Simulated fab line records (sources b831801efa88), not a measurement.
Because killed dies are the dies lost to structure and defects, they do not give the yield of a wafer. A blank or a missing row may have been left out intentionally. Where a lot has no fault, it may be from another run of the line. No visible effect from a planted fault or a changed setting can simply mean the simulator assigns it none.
fab line records ; flow sfq_line ; part 1 of 2: steps 1 to 23 of 33
record: lots: 5; wafers: 15; last_day: 77
route steps=325 shown L0V@19 M0@28 I0@43
lots that met no fault: taken from a fault-free run of the same line
start_h: hours from the record's first day to the start of the lot's first wafer shown ; wait_h: hours since the lot's step before ; " same as the row above ; L1.1+2: a single row standing in for several wafers ; - value missing, or start not given ; * or withheld: withheld ; < > ~ a bound
route shown NAME@n: NAME is a module with steps in the file, n the number in the route of the first one ; usual: mean and standard deviation over wafers with no fault ; same: alike in all rows ; chamber/n: place in a boat ; sites: readings site by site ; _std_site: their standard deviation ; _edge_site: inner sites' mean taken away from outer sites' mean ; radius_mm: how far each site lies from the wafer's centre ; mask NAME#n: copy n ; behind: the last tool/chamber to shape the wafer ; hold: cause of the lot's hold/its duration in hours/its outcome ; device: names the non-switching transistor (n, p or np) ; end of line: at the end of the route, the tests of the same wafers ; a step with no rows: only its recipe ; killed: at the first sort, the dies lost to defects and structure; wafer yield is something else ; map: per-die view of a wafer (x killed, . not killed, _ where there is no die)
set.NAME: the setting the step ran with; set.NAME@STEP: the setting that earlier step ran with ; model.NAME: the simulator's own value behind a step, which no gauge read
lots seen at some steps along the route; tables by step, rows by wafer
services: the hour from which a tool's chamber was out of use, counted from the record's first day as start_h (under 0 if before that day), plus the number of hours and why
== steps ==
step: SFQ_TRILAYER_L0_VIA_LITHO_SOFTBAKE_017
recipe: temp_c: withheld; time_s: withheld; resist: KrF
usual: exhaust_pa: 45.1/0.96
lot.wafer;tool;chamber;start_h;wait_h;exhaust_pa
L076.2;litho_track-02;0;65.75;0.2;44.9
L076.4;litho_track-02;0;65.75;0.2;45.1
L076.5;litho_track-02;0;65.75;0.2;44.7
L077.3;litho_track-02;0;72.80;0.2;45.3
L077.4;litho_track-02;0;72.80;0.2;44.4
L077.5;litho_track-02;0;72.80;0.2;42.9
L084.1;litho_track-03;0;116.12;0.2;45.7
L084.2;litho_track-03;0;116.12;0.2;45.7
L084.4;litho_track-03;0;116.12;0.2;45.7
L085.3;litho_track-04;0;119.63;0.2;44.1
L085.4;litho_track-04;0;119.63;0.2;45.0
L085.5;litho_track-04;0;119.63;0.2;44.5
L097.1;litho_track-04;0;185.06;0.2;45.4
L097.3;litho_track-04;0;185.06;0.2;45.1
L097.4;litho_track-04;0;185.06;0.2;45.8
step: SFQ_TRILAYER_L0_VIA_LITHO_EXPOSE_014
recipe: mask_id: L0V; na: 0.6; source_shape: conventional; sigma_outer: 0.65; target_cd_nm: 700; dose_mj: 21.3
usual: stage_vel_mm_s: 499.99/0.22
lot.wafer;tool;chamber;start_h;wait_h;mask;stage_vel_mm_s
L076.2;krf_scanner-02;0;114.34;-;L0V#0;499.95
L076.4;krf_scanner-02;0;114.34;-;L0V#0;500.01
L076.5;krf_scanner-02;0;114.34;-;L0V#0;500.04
L077.3;krf_scanner-02;0;121.74;-;L0V#0;499.93
L077.4;krf_scanner-02;0;121.74;-;L0V#0;500.37
L077.5;krf_scanner-02;0;121.74;-;L0V#0;499.74
L084.1;krf_scanner-02;0;167.48;-;L0V#0;500.10
L084.2;krf_scanner-02;0;167.48;-;L0V#0;499.80
L084.4;krf_scanner-02;0;167.48;-;L0V#0;499.62
L085.3;krf_scanner-02;0;171.48;-;L0V#0;500.19
L085.4;krf_scanner-02;0;171.48;-;L0V#0;499.58
L085.5;krf_scanner-02;0;171.48;-;L0V#0;500.19
L097.1;krf_scanner-02;0;244.28;-;L0V#0;499.91
L097.3;krf_scanner-02;0;244.28;-;L0V#0;499.86
L097.4;krf_scanner-02;0;244.28;-;L0V#0;499.56
step: SFQ_TRILAYER_L0_VIA_LITHO_PEB_016
recipe: peb_temp_c: 115; peb_time_s: 60; resist: KrF
usual: exhaust_pa: 45.1/0.96; heater_power_total_W: 79.15/0.068
lot.wafer;tool;chamber;start_h;wait_h;exhaust_pa;heater_power_total_W
L076.2;litho_track-04;0;115.37;0.8;44.3;79.23
L076.4;litho_track-04;0;115.37;0.8;44.3;79.01
L076.5;litho_track-04;0;115.37;0.8;43.9;79.19
L077.3;litho_track-02;0;122.59;0.7;44.8;79.19
L077.4;litho_track-02;0;122.59;0.7;44.4;79.18
L077.5;litho_track-02;0;122.59;0.7;44.4;79.13
L084.1;litho_track-04;0;168.68;1.0;44.3;78.99
L084.2;litho_track-04;0;168.68;1.0;46.5;79.07
L084.4;litho_track-04;0;168.68;1.0;45.0;79.14
L085.3;litho_track-03;0;172.33;0.7;46.1;79.20
L085.4;litho_track-03;0;172.33;0.7;44.3;79.07
L085.5;litho_track-03;0;172.33;0.7;45.4;79.07
L097.1;litho_track-03;0;245.48;1.0;42.8;79.15
L097.3;litho_track-03;0;245.48;1.0;43.2;79.10
L097.4;litho_track-03;0;245.48;1.0;43.1;79.01
step: SFQ_TRILAYER_L0_VIA_LITHO_DEVELOP_015
recipe: time_s: 60; resist: KrF
usual: exhaust_pa: 44.9/0.95
lot.wafer;tool;chamber;start_h;wait_h;exhaust_pa
L076.2;litho_track-04;0;115.52;0.1;45.5
L076.4;litho_track-04;0;115.52;0.1;43.9
L076.5;litho_track-04;0;115.52;0.1;45.3
L077.3;litho_track-02;0;122.74;0.1;44.2
L077.4;litho_track-02;0;122.74;0.1;45.9
L077.5;litho_track-02;0;122.74;0.1;45.8
L084.1;litho_track-04;0;168.83;0.1;44.8
L084.2;litho_track-04;0;168.83;0.1;44.2
L084.4;litho_track-04;0;168.83;0.1;46.0
L085.3;litho_track-03;0;172.48;0.1;45.6
L085.4;litho_track-03;0;172.48;0.1;46.7
L085.5;litho_track-03;0;172.48;0.1;45.1
L097.1;litho_track-03;0;245.63;0.1;44.5
L097.3;litho_track-03;0;245.63;0.1;44.5
L097.4;litho_track-03;0;245.63;0.1;45.0
step: SFQ_L0V_OVL_MEAS_903
usual: L0V_OVL: -2/6.1
lot.wafer;tool;chamber;start_h;wait_h;L0V_OVL[nm]
L076.2;overlay-01;-;117.94;2.4;-6
L076.4;overlay-01;-;117.94;2.4;-3
L076.5;overlay-01;-;117.94;2.4;8
L077.3;overlay-01;-;122.85;0.1;-2
L077.4;overlay-01;-;122.85;0.1;-1
L077.5;overlay-01;-;122.85;0.1;0
L084.1;overlay-02;-;168.98;0.1;9
L084.2;overlay-02;-;168.98;0.1;5
L084.4;overlay-02;-;168.98;0.1;3
L085.3;overlay-01;-;172.59;0.1;0
L085.4;overlay-01;-;172.59;0.1;0
L085.5;overlay-01;-;172.59;0.1;-1
L097.1;overlay-01;-;245.78;0.1;-9
L097.3;overlay-01;-;245.78;0.1;-4
L097.4;overlay-01;-;245.78;0.1;-8
step: SFQ_TRILAYER_L0_VIA_BARC_OPEN_VIA_ETCH_021
recipe: mask_material: PR; chemistry: O2; target_depth_nm: 125; target: BARC; source_w: 500; bias_w: 80; pressure_mtorr: 30; time_s: 41.7
usual: drypump_motor_current_A: 5.86/0.25; oes_product_au: 0.685/0.0047
lot.wafer;tool;chamber;start_h;wait_h;drypump_motor_current_A;oes_product_au;rf_hours_counter_h
L076.2;rie_diel-03;1;117.97;0.0;6.09;0.680;47
L076.4;rie_diel-03;3;117.97;0.0;5.24;0.688;94
L076.5;rie_diel-03;0;117.97;0.0;6.02;0.683;-
L077.3;rie_diel-04;2;122.88;0.0;5.85;0.683;7
L077.4;rie_diel-04;0;122.88;0.0;5.73;0.685;88
L077.5;rie_diel-04;3;122.88;0.0;5.83;0.695;-
L084.1;rie_diel-04;1;169.01;0.0;5.80;0.689;100
L084.2;rie_diel-04;3;169.01;0.0;5.83;0.694;99
L084.4;rie_diel-04;0;169.01;0.0;5.72;0.686;89
L085.3;rie_diel-04;2;172.61;0.0;5.85;0.691;8
L085.4;rie_diel-04;3;172.61;0.0;5.81;0.687;99
L085.5;rie_diel-04;3;172.61;0.0;5.82;0.692;-
L097.1;rie_diel-02;0;245.81;0.0;6.03;0.680;31
L097.3;rie_diel-02;3;245.81;0.0;5.78;0.696;133
L097.4;rie_diel-02;3;245.81;0.0;5.76;0.677;-
step: SFQ_TRILAYER_L0_VIA_ETCH_VIA_ETCH_016
recipe: target: SiO2; stop_on: MoNx_KI; mask_material: PR; chemistry: CHF3; target_depth_nm: 80; source_w: 500; bias_w: 80; pressure_mtorr: 30; time_s: withheld
usual: drypump_motor_current_A: 5.86/0.24; oes_product_au: 0.844/0.0083
lot.wafer;tool;chamber;start_h;wait_h;drypump_motor_current_A;oes_product_au
L076.2;rie_diel-03;1;118.01;0.0;6.08;0.845
L076.4;rie_diel-03;3;118.01;0.0;5.23;0.840
L076.5;rie_diel-03;0;118.01;0.0;5.96;0.853
L077.3;rie_diel-04;2;122.92;0.0;5.87;0.845
L077.4;rie_diel-04;0;122.92;0.0;5.72;0.859
L077.5;rie_diel-04;3;122.92;0.0;5.82;0.846
L084.1;rie_diel-04;1;169.05;0.0;5.79;0.825
L084.2;rie_diel-04;3;169.05;0.0;5.84;0.842
L084.4;rie_diel-04;0;169.05;0.0;5.71;0.863
L085.3;rie_diel-04;2;172.65;0.0;5.86;0.848
L085.4;rie_diel-04;3;172.65;0.0;5.84;0.852
L085.5;rie_diel-04;3;172.65;0.0;5.83;0.858
L097.1;rie_diel-02;0;245.85;0.0;6.01;0.836
L097.3;rie_diel-02;3;245.85;0.0;5.77;0.835
L097.4;rie_diel-02;3;245.85;0.0;5.79;0.834
step: SFQ_TRILAYER_L0_VIA_STRIP_STRIP_017
recipe: gas: O2; power_w: 200; platen_temp_c: 40; overash_fraction: 0.65; chemistry: O2; pressure_mtorr: 50
usual: drypump_motor_current_A: 5.5/0.42; he_backside_leak_sccm: 3.39/0.23; oes_product_au: 1.007/0.0083; platen_temp_c: 39.98/0.12
same: overash_fraction: 0.65
lot.wafer;tool;chamber;start_h;wait_h;drypump_motor_current_A;he_backside_leak_sccm;oes_product_au;platen_temp_c;rf_hours_counter_h
L076.2;rie_metal-01;0;118.25;-;5.0;3.60;1.002;39.70;-
L076.4;rie_metal-01;0;118.25;-;5.0;3.45;1.007;39.81;-
L076.5;rie_metal-01;0;118.25;-;5.0;3.59;1.001;39.81;-
L077.3;rie_metal-01;0;123.36;-;5.0;3.70;0.995;39.87;-
L077.4;rie_metal-01;0;123.36;-;5.0;3.61;1.006;39.99;-
L077.5;rie_metal-01;0;123.36;-;5.0;3.76;0.998;39.80;-
L084.1;rie_metal-04;0;169.10;-;6.0;3.20;1.008;40.10;117
L084.2;rie_metal-04;0;169.10;-;6.0;3.29;1.011;39.94;-
L084.4;rie_metal-04;0;169.10;-;6.0;3.22;1.009;40.17;-
L085.3;rie_metal-03;0;172.90;-;5.1;3.80;1.009;40.08;-
L085.4;rie_metal-03;1;172.90;-;5.3;3.36;1.008;40.02;-
L085.5;rie_metal-03;0;172.90;-;5.1;3.88;1.015;40.11;-
L097.1;rie_metal-01;1;245.90;-;5.8;3.41;1.000;40.02;21
L097.3;rie_metal-01;1;245.90;-;5.8;3.35;1.006;39.97;-
L097.4;rie_metal-01;0;245.90;-;5.0;3.55;1.011;40.07;-
step: SFQ_TRILAYER_L0_VIA_STRIP_SOLV_CLEAN_018
recipe: chemistry: NMP; temp_c: 70; time_s: 600
lot.wafer;tool;chamber;start_h;wait_h
L076.2+4+5;wet_bench-02;2,5,3;119.25;0.8
L077.3+4+5;wet_bench-02;4,3,2;124.16;0.6
L084.1+2+4;wet_bench-02;2,3,7;170.30;1.0
L085.3+4+5;wet_bench-02;0,4,1;173.30;0.2
L097.1+3+4;wet_bench-01;1,4,6;246.50;0.4
step: SFQ_TRILAYER_M0_DEP_PRE_CLEAN_020
recipe: gas: Ar; time_s: 15; bias_v: 250
lot.wafer;tool;chamber;start_h;wait_h
L076.2+4+5;pvd_sputter-03;-;119.60;0.0
L077.3+4+5;pvd_sputter-05;-;124.51;0.0
L084.1+2+4;pvd_sputter-03;-;170.68;0.0
L085.3+4+5;pvd_sputter-06;-;173.65;0.0
L097.1+3+4;pvd_sputter-05;-;246.67;0.0
step: SFQ_TRILAYER_M0_DEP_SPUTTER_019
recipe: material: Nb; base_pressure_pa: 1.33e-06; chamber_pressure_pa: 0.1333; substrate_temp_c: 20; resputter_cathode_voltage_v: 400; target_thk_nm: 200; power_w: 2000; time_s: 133.3
usual: throttle_valve_pct: 30.0/0.83
lot.wafer;tool;chamber;start_h;wait_h;throttle_valve_pct
L076.2;pvd_sputter-03;-;119.63;0.0;29.2
L076.4;pvd_sputter-03;-;119.63;0.0;30.0
L076.5;pvd_sputter-03;-;119.63;0.0;29.3
L077.3;pvd_sputter-05;-;124.54;0.0;31.1
L077.4;pvd_sputter-05;-;124.54;0.0;31.0
L077.5;pvd_sputter-05;-;124.54;0.0;29.9
L084.1;pvd_sputter-03;-;170.71;0.0;29.7
L084.2;pvd_sputter-03;-;170.71;0.0;30.0
L084.4;pvd_sputter-03;-;170.71;0.0;29.3
L085.3;pvd_sputter-06;-;173.67;0.0;31.2
L085.4;pvd_sputter-06;-;173.67;0.0;29.2
L085.5;pvd_sputter-06;-;173.67;0.0;31.1
L097.1;pvd_sputter-05;-;246.70;0.0;28.4
L097.3;pvd_sputter-05;-;246.70;0.0;30.8
L097.4;pvd_sputter-05;-;246.70;0.0;29.7
step: SFQ_M0_RS_MEAS_904
recipe: thk_meas_gauge: four-point-probe; reads: Nb_of_TRILAYER_M0_DEP_SPUTTER_019
usual: M0_NB_RS: 0.889/0.013
lot.wafer;tool;chamber;start_h;wait_h;M0_NB_RS[ohm/sq]
L076.2;film_metro-01;-;119.74;0.1;0.882
L076.4;film_metro-01;-;119.74;0.1;0.892
L076.5;film_metro-01;-;119.74;0.1;0.883
L077.3;film_metro-04;-;124.67;0.1;0.897
L077.4;film_metro-04;-;124.67;0.1;0.922
L077.5;film_metro-04;-;124.67;0.1;0.909
L084.1;film_metro-04;-;170.80;0.0;0.899
L084.2;film_metro-04;-;170.80;0.0;0.893
L084.4;film_metro-04;-;170.80;0.0;0.882
L085.3;film_metro-03;-;173.80;0.1;0.885
L085.4;film_metro-03;-;173.80;0.1;0.882
L085.5;film_metro-03;-;173.80;0.1;0.884
L097.1;film_metro-03;-;246.79;0.0;0.870
L097.3;film_metro-03;-;246.79;0.0;0.911
L097.4;film_metro-03;-;246.79;0.0;0.882
step: SFQ_TRILAYER_M0_LITHO_COAT_026
recipe: resist: BARC; spin_rpm: 3000; resist_thk_nm: 62
usual: exhaust_pa: 44.8/0.85
lot.wafer;tool;chamber;start_h;wait_h;exhaust_pa
L076.2;litho_track-03;0;119.95;0.1;45.2
L076.4;litho_track-03;0;119.95;0.1;43.8
L076.5;litho_track-03;0;119.95;0.1;45.5
L077.3;litho_track-01;0;124.91;0.1;44.5
L077.4;litho_track-01;0;124.91;0.1;43.7
L077.5;litho_track-01;0;124.91;0.1;44.5
L084.1;litho_track-01;0;170.98;0.1;43.4
L084.2;litho_track-01;0;170.98;0.1;43.5
L084.4;litho_track-01;0;170.98;0.1;44.3
L085.3;litho_track-01;0;174.04;0.1;44.2
L085.4;litho_track-01;0;174.04;0.1;44.5
L085.5;litho_track-01;0;174.04;0.1;45.7
L097.1;litho_track-03;0;246.97;0.1;45.3
L097.3;litho_track-03;0;246.97;0.1;45.0
L097.4;litho_track-03;0;246.97;0.1;45.0
step: SFQ_TRILAYER_M0_LITHO_COAT_021
recipe: resist: KrF; spin_rpm: 3000; resist_thk_nm: 600
usual: exhaust_pa: 45.0/0.76
lot.wafer;tool;chamber;start_h;wait_h;exhaust_pa
L076.2;litho_track-03;0;120.25;0.2;44.3
L076.4;litho_track-03;0;120.25;0.2;45.6
L076.5;litho_track-03;0;120.25;0.2;46.8
L077.3;litho_track-01;0;125.21;0.2;44.0
L077.4;litho_track-01;0;125.21;0.2;44.3
L077.5;litho_track-01;0;125.21;0.2;43.6
L084.1;litho_track-01;0;171.28;0.2;45.5
L084.2;litho_track-01;0;171.28;0.2;45.8
L084.4;litho_track-01;0;171.28;0.2;45.9
L085.3;litho_track-01;0;174.34;0.2;45.0
L085.4;litho_track-01;0;174.34;0.2;44.1
L085.5;litho_track-01;0;174.34;0.2;44.8
L097.1;litho_track-03;0;247.27;0.2;45.5
L097.3;litho_track-03;0;247.27;0.2;45.9
L097.4;litho_track-03;0;247.27;0.2;45.5
step: SFQ_TRILAYER_M0_LITHO_SOFTBAKE_025
recipe: temp_c: withheld; time_s: withheld; resist: KrF
usual: exhaust_pa: 45.1/0.81
lot.wafer;tool;chamber;start_h;wait_h;exhaust_pa
L076.2;litho_track-03;0;120.53;0.2;46.7
L076.4;litho_track-03;0;120.53;0.2;44.7
L076.5;litho_track-03;0;120.53;0.2;45.8
L077.3;litho_track-01;0;125.46;0.2;46.0
L077.4;litho_track-01;0;125.46;0.2;45.1
L077.5;litho_track-01;0;125.46;0.2;45.6
L084.1;litho_track-01;0;171.58;0.2;45.7
L084.2;litho_track-01;0;171.58;0.2;45.1
L084.4;litho_track-01;0;171.58;0.2;44.8
L085.3;litho_track-01;0;174.59;0.2;43.8
L085.4;litho_track-01;0;174.59;0.2;43.3
L085.5;litho_track-01;0;174.59;0.2;45.7
L097.1;litho_track-03;0;247.57;0.2;45.4
L097.3;litho_track-03;0;247.57;0.2;45.6
L097.4;litho_track-03;0;247.57;0.2;45.9
step: SFQ_TRILAYER_M0_LITHO_EXPOSE_022
recipe: mask_id: M0; na: 0.6; source_shape: conventional; sigma_outer: 0.65; target_cd_nm: 500; dose_mj: 14.4
usual: stage_vel_mm_s: 500.01/0.24
lot.wafer;tool;chamber;start_h;wait_h;mask;stage_vel_mm_s
L076.2;krf_scanner-01;0;170.90;-;M0#0;500.30
L076.4;krf_scanner-01;0;170.90;-;M0#0;500.53
L076.5;krf_scanner-01;0;170.90;-;M0#0;499.98
L077.3;krf_scanner-01;0;175.90;-;M0#0;499.68
L077.4;krf_scanner-01;0;175.90;-;M0#0;500.41
L077.5;krf_scanner-01;0;175.90;-;M0#0;499.76
L084.1;krf_scanner-01;0;225.90;-;M0#0;500.37
L084.2;krf_scanner-01;0;225.90;-;M0#0;499.99
L084.4;krf_scanner-01;0;225.90;-;M0#0;500.01
L085.3;krf_scanner-01;0;231.10;-;M0#0;499.64
L085.4;krf_scanner-01;0;231.10;-;M0#0;499.92
L085.5;krf_scanner-01;0;231.10;-;M0#0;499.82
L097.1;krf_scanner-01;0;310.51;-;M0#0;499.76
L097.3;krf_scanner-01;0;310.51;-;M0#0;500.28
L097.4;krf_scanner-01;0;310.51;-;M0#0;499.64
step: SFQ_TRILAYER_M0_LITHO_PEB_024
recipe: peb_temp_c: 115; peb_time_s: 60; resist: KrF
usual: exhaust_pa: 44.9/0.84; heater_power_total_W: 79.15/0.07
lot.wafer;tool;chamber;start_h;wait_h;exhaust_pa;heater_power_total_W
L076.2;litho_track-04;0;171.93;0.8;45.2;79.07
L076.4;litho_track-04;0;171.93;0.8;44.8;79.14
L076.5;litho_track-04;0;171.93;0.8;43.6;79.27
L077.3;litho_track-03;0;176.75;0.7;46.1;79.06
L077.4;litho_track-03;0;176.75;0.7;45.4;79.14
L077.5;litho_track-03;0;176.75;0.7;45.3;79.15
L084.1;litho_track-04;0;227.10;1.0;45.9;79.23
L084.2;litho_track-04;0;227.10;1.0;44.8;79.21
L084.4;litho_track-04;0;227.10;1.0;45.6;79.04
L085.3;litho_track-03;0;231.95;0.7;45.2;79.12
L085.4;litho_track-03;0;231.95;0.7;45.6;79.01
L085.5;litho_track-03;0;231.95;0.7;44.7;79.22
L097.1;litho_track-03;0;311.71;1.0;45.0;79.11
L097.3;litho_track-03;0;311.71;1.0;45.4;79.20
L097.4;litho_track-03;0;311.71;1.0;44.3;79.02
step: SFQ_TRILAYER_M0_LITHO_DEVELOP_023
recipe: time_s: 60; resist: KrF
usual: exhaust_pa: 45.0/0.87
lot.wafer;tool;chamber;start_h;wait_h;exhaust_pa
L076.2;litho_track-04;0;172.08;0.1;44.0
L076.4;litho_track-04;0;172.08;0.1;44.5
L076.5;litho_track-04;0;172.08;0.1;44.6
L077.3;litho_track-03;0;176.90;0.1;45.0
L077.4;litho_track-03;0;176.90;0.1;44.4
L077.5;litho_track-03;0;176.90;0.1;45.2
L084.1;litho_track-04;0;227.25;0.1;44.6
L084.2;litho_track-04;0;227.25;0.1;45.4
L084.4;litho_track-04;0;227.25;0.1;45.7
L085.3;litho_track-03;0;232.10;0.1;43.7
L085.4;litho_track-03;0;232.10;0.1;43.8
L085.5;litho_track-03;0;232.10;0.1;43.8
L097.1;litho_track-03;0;311.86;0.1;45.2
L097.3;litho_track-03;0;311.86;0.1;47.1
L097.4;litho_track-03;0;311.86;0.1;46.4
step: SFQ_M0_OVL_MEAS_906
usual: M0_OVL: -3/4.8
lot.wafer;tool;chamber;start_h;wait_h;M0_OVL[nm]
L076.2;overlay-02;-;172.21;0.1;-5
L076.4;overlay-02;-;172.21;0.1;-10
L076.5;overlay-02;-;172.21;0.1;-21
L077.3;overlay-02;-;177.01;0.1;-3
L077.4;overlay-02;-;177.01;0.1;1
L077.5;overlay-02;-;177.01;0.1;-12
L084.1;overlay-02;-;227.40;0.1;-3
L084.2;overlay-02;-;227.40;0.1;-5
L084.4;overlay-02;-;227.40;0.1;-8
L085.3;overlay-01;-;232.21;0.1;0
L085.4;overlay-01;-;232.21;0.1;-4
L085.5;overlay-01;-;232.21;0.1;2
L097.1;overlay-01;-;312.01;0.1;2
L097.3;overlay-01;-;312.01;0.1;1
L097.4;overlay-01;-;312.01;0.1;0
step: SFQ_TRILAYER_M0_BARC_OPEN_METAL_ETCH_031
recipe: mask_material: PR; chemistry: O2; target_depth_nm: 125; target: BARC; icp_w: 600; bias_w: 80; pressure_mtorr: 10; time_s: 41.7
usual: drypump_motor_current_A: 5.7/0.43; he_backside_leak_sccm: 3.4/0.32; oes_product_au: 0.685/0.0046
lot.wafer;tool;chamber;start_h;wait_h;drypump_motor_current_A;he_backside_leak_sccm;oes_product_au;rf_hours_counter_h
L076.2;rie_metal-01;1;172.24;0.0;5.8;3.2;0.683;7
L076.4;rie_metal-01;1;172.24;0.0;5.9;3.2;0.685;-
L076.5;rie_metal-01;1;172.24;0.0;5.8;3.1;0.687;-
L077.3;rie_metal-04;0;177.08;0.1;6.0;3.1;0.683;-
L077.4;rie_metal-04;0;177.08;0.1;6.0;3.4;0.675;-
L077.5;rie_metal-04;0;177.08;0.1;6.0;3.3;0.687;-
L084.1;rie_metal-04;0;227.44;0.0;6.0;3.2;0.682;137
L084.2;rie_metal-04;0;227.44;0.0;6.0;3.1;0.688;-
L084.4;rie_metal-04;0;227.44;0.0;6.0;3.1;0.682;-
L085.3;rie_metal-04;0;232.28;0.1;6.0;3.2;0.676;-
L085.4;rie_metal-04;0;232.28;0.1;6.0;5.7;0.685;-
L085.5;rie_metal-04;0;232.28;0.1;6.0;3.3;0.674;-
L097.1;rie_metal-01;1;312.04;0.0;5.8;2.9;0.688;30
L097.3;rie_metal-01;1;312.04;0.0;5.8;3.1;0.695;-
L097.4;rie_metal-01;0;312.04;0.0;5.0;3.5;0.692;-
step: SFQ_TRILAYER_M0_ETCH_METAL_ETCH_024
recipe: target: Nb; stop_on: SiO2; mask_material: PR; chemistry: Cl2/Ar; target_depth_nm: 240; icp_w: 600; bias_w: 80; pressure_mtorr: 10; time_s: 120
usual: drypump_motor_current_A: 5.7/0.42; he_backside_leak_sccm: 3.34/0.2; oes_product_au: 0.895/0.0083
lot.wafer;tool;chamber;start_h;wait_h;drypump_motor_current_A;he_backside_leak_sccm;oes_product_au;rf_hours_counter_h
L076.2;rie_metal-01;1;172.30;0.0;5.8;3.05;0.901;7
L076.4;rie_metal-01;1;172.30;0.0;5.8;3.01;0.884;-
L076.5;rie_metal-01;1;172.30;0.0;5.8;2.98;0.894;-
L077.3;rie_metal-04;0;177.24;0.1;6.0;3.09;0.891;-
L077.4;rie_metal-04;0;177.24;0.1;6.0;3.30;0.869;-
L077.5;rie_metal-04;0;177.24;0.1;6.0;3.25;0.876;-
L084.1;rie_metal-04;0;227.56;0.1;6.0;3.14;0.888;137
L084.2;rie_metal-04;0;227.56;0.1;6.0;3.33;0.893;-
L084.4;rie_metal-04;0;227.56;0.1;6.0;3.26;0.903;-
L085.3;rie_metal-04;0;232.44;0.1;6.0;3.32;0.900;-
L085.4;rie_metal-04;0;232.44;0.1;6.0;3.28;0.901;-
L085.5;rie_metal-04;0;232.44;0.1;6.0;3.42;0.905;-
L097.1;rie_metal-01;1;312.10;0.0;5.9;3.22;0.905;30
L097.3;rie_metal-01;1;312.10;0.0;5.8;3.20;0.879;-
L097.4;rie_metal-01;0;312.10;0.0;5.0;3.68;0.900;-
step: SFQ_TRILAYER_M0_STRIP_STRIP_025
recipe: gas: O2; power_w: 200; platen_temp_c: 40; overash_fraction: 0.65; chemistry: O2; pressure_mtorr: 50
usual: drypump_motor_current_A: 5.7/0.42; he_backside_leak_sccm: 3.39/0.29; oes_product_au: 1.002/0.012; platen_temp_c: 40.00/0.1
same: overash_fraction: 0.65
lot.wafer;tool;chamber;start_h;wait_h;drypump_motor_current_A;he_backside_leak_sccm;oes_product_au;platen_temp_c;rf_hours_counter_h
L076.2;rie_metal-01;1;172.42;0.1;5.9;3.20;1.014;40.06;8
L076.4;rie_metal-01;1;172.42;0.1;5.9;3.10;1.023;40.09;-
L076.5;rie_metal-01;1;172.42;0.1;5.9;3.14;1.023;40.24;-
L077.3;rie_metal-04;0;177.81;0.5;6.0;3.24;1.005;40.12;-
L077.4;rie_metal-04;0;177.81;0.5;6.0;3.27;1.008;39.94;-
L077.5;rie_metal-04;0;177.81;0.5;6.0;3.29;1.004;40.01;-
L084.1;rie_metal-04;0;227.81;0.2;6.0;3.37;1.010;39.92;138
L084.2;rie_metal-04;0;227.81;0.2;6.0;3.28;1.015;39.79;-
L084.4;rie_metal-04;0;227.81;0.2;6.0;3.40;1.012;40.02;-
L085.3;rie_metal-04;0;233.01;0.5;6.0;3.11;1.011;40.01;-
L085.4;rie_metal-04;0;233.01;0.5;6.0;3.18;1.027;40.01;-
L085.5;rie_metal-04;0;233.01;0.5;6.0;3.16;1.015;39.90;-
L097.1;rie_metal-01;1;312.23;0.1;5.8;3.20;0.987;39.96;31
L097.3;rie_metal-01;1;312.23;0.1;5.8;3.21;0.991;40.06;-
L097.4;rie_metal-01;0;312.23;0.1;5.0;3.48;1.009;39.99;-
step: SFQ_TRILAYER_M0_STRIP_SOLV_CLEAN_026
recipe: chemistry: NMP; temp_c: 70; time_s: 600
lot.wafer;tool;chamber;start_h;wait_h
L076.2+4+5;wet_bench-03;2,0,3;173.02;0.4
L077.3+4+5;wet_bench-03;1,4,0;178.61;0.6
L084.1+2+4;wet_bench-03;6,0,7;229.01;1.0
L085.3+4+5;wet_bench-03;6,7,5;233.81;0.6
L097.1+3+4;wet_bench-03;5,6,0;312.83;0.4
